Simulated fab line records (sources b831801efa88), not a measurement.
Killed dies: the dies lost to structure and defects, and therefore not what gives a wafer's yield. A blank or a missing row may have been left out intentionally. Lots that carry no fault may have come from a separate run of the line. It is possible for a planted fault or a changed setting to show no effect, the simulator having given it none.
Comparing a struck lot with a sound one | flow gf180mcu | 22 steps out of a route of 602
Sound: wafers L100.1, L100.2, L100.6. The struck wafers were L110.2, L110.3, L110.6. Last of all comes the cause.
Order at every step that has rows: each side's tool, ch and its chambers, its first start. Under that, the readings that differ: sound wafers | struck wafers | difference of the means | sigmas: that difference in standard deviations of wafers without a fault.
alike: readings with means less than 2 such deviations apart, plus words and numbers identical on both sides. not compared: withheld readings, readings lacking a value on some wafer, bounds such as >300 that could conceal the same value, and numbers that have no deviation in the record and whose values overlap.
The two part at a step that has a row with sigmas, a row that says differs or no value, or rows on one side only. When numbers do not overlap yet have no deviation, they are printed without sigmas and do not part them. A reading missing from all wafers of one side parts the sides only when that side holds two or more wafers.

GF_VT_IMPLANT_RTA_45: time 30 s.
  sound on rtpAnneal-02 ch 0, day 10 02:48; struck on rtpAnneal-01 ch 0, day 12 19:22
  alike: lampPowerPct, wafer_temp_C_max
GF_VT_IMPLANT_RS_MEAS_46: the measuring method here is four-point-probe.
  sound: filmMetro-02 at day 10 02:54; struck: filmMetro-04 at day 12 19:28
  alike: MVSD_RS
GF_VT_IMPLANT_RS_MEAS_47: the measuring method here is four-point-probe.
  sound: filmMetro-02 at day 10 03:01; struck: filmMetro-04 at day 12 19:35
  alike: NWELL_RS
GF_VT_IMPLANT_RS_MEAS_48: the measuring method here is four-point-probe.
  sound: filmMetro-02 at day 10 03:08; struck: filmMetro-04 at day 12 19:43
  alike: LVPWELL_RS
GF_VT_IMPLANT_RS_MEAS_49: the measuring method here is four-point-probe.
  sound: filmMetro-02 at day 10 03:16; struck: filmMetro-04 at day 12 19:50
  alike: MVPSD_RS
then, 4 steps without rows for these wafers: GF_VT_IMPLANT_WET_ETCH_50 (etches SiO2 in dHF, target depth 20 nm, time 400 s); GF_DUAL_GATE_CLEAN_00 (cleans in SC1/SC2, time 150 s); GF_DUAL_GATE_CLEAN_01 (cleans in dHF, time 20 s); GF_DUAL_GATE_OXIDATION_02 (stabilise 600 s, purge 300 s, target thk 10.887 nm).
GF_DUAL_GATE_THK_MEAS_03:
  sound: filmMetro-03 at day 10 05:01; struck: filmMetro-01 at day 12 22:12
  alike: DUAL_GATE_OXIDATION_00_THK
then, 2 steps without rows for these wafers: GF_DUAL_GATE_DEHYDRATE_04 (time 60 s); GF_DUAL_GATE_HMDS_05 (prime time 60 s).
GF_DUAL_GATE_COAT_06: resist thk 1000 nm.
  sound on lithoTrack-02 ch 0, day 10 13:00; struck on lithoTrack-01 ch 0, day 13 08:00
reading                                       | sound             | struck         | difference | sigmas
model.NOVOLAK_of_DUAL_GATE_COAT_06.thkNm (nm) | 998.6 998.7 995.5 | 1031 1033 1033 | +35        | 
  alike: chillPlateTempC
then, 3 steps without rows for these wafers: GF_DUAL_GATE_SOFTBAKE_07 (time 60 s); GF_DUAL_GATE_EXPOSE_08 (exposes mask Dualgate, target cd 700 nm); GF_DUAL_GATE_PEB_09.
GF_DUAL_GATE_DEVELOP_10: develop time 60 s.
  sound on lithoTrack-02 ch 0, day 10 22:24; struck on lithoTrack-01 ch 0, day 13 18:03
reading                                       | sound             | struck         | difference | sigmas
model.NOVOLAK_of_DUAL_GATE_COAT_06.thkNm (nm) | 998.2 998.3 995.1 | 1031 1032 1033 | +35        | 
  alike: chillPlateTempC
GF_DUAL_GATE_OVL_MEAS_11:
  sound: overlay-02 at day 10 22:33; struck: overlay-02 at day 13 18:11
  alike: DUAL_GATE_OVL
then, 1 step without rows for these wafers: GF_DUAL_GATE_WET_ETCH_12 (etches SiO2 in dHF, target depth 13 nm, time 260 s).
GF_DUAL_GATE_STRIP_13: strips in O2/N2.
  sound on plasmaAsher-04 ch 0,1, day 10 22:41; struck on plasmaAsher-01 ch 0,1, day 13 18:17
reading                  | sound             | struck            | difference | sigmas
stripTimeToEndpointS (s) | 12.61 12.61 12.57 | 12.92 12.95 12.96 | +0.35      | +10
  alike: drypumpMotorCurrentA, heaterPowerW, oesProductAu
  not compared: rfHoursCounterH
then, 2 steps without rows for these wafers: GF_DUAL_GATE_CLEAN_14 (cleans in SC1/SC2, time 150 s); GF_PASSIVATION_PROBE_99.

== WHERE THEY PART ==
GF_DUAL_GATE_STRIP_13 only, going by this record.

WHY: whatever the simulator had introduced
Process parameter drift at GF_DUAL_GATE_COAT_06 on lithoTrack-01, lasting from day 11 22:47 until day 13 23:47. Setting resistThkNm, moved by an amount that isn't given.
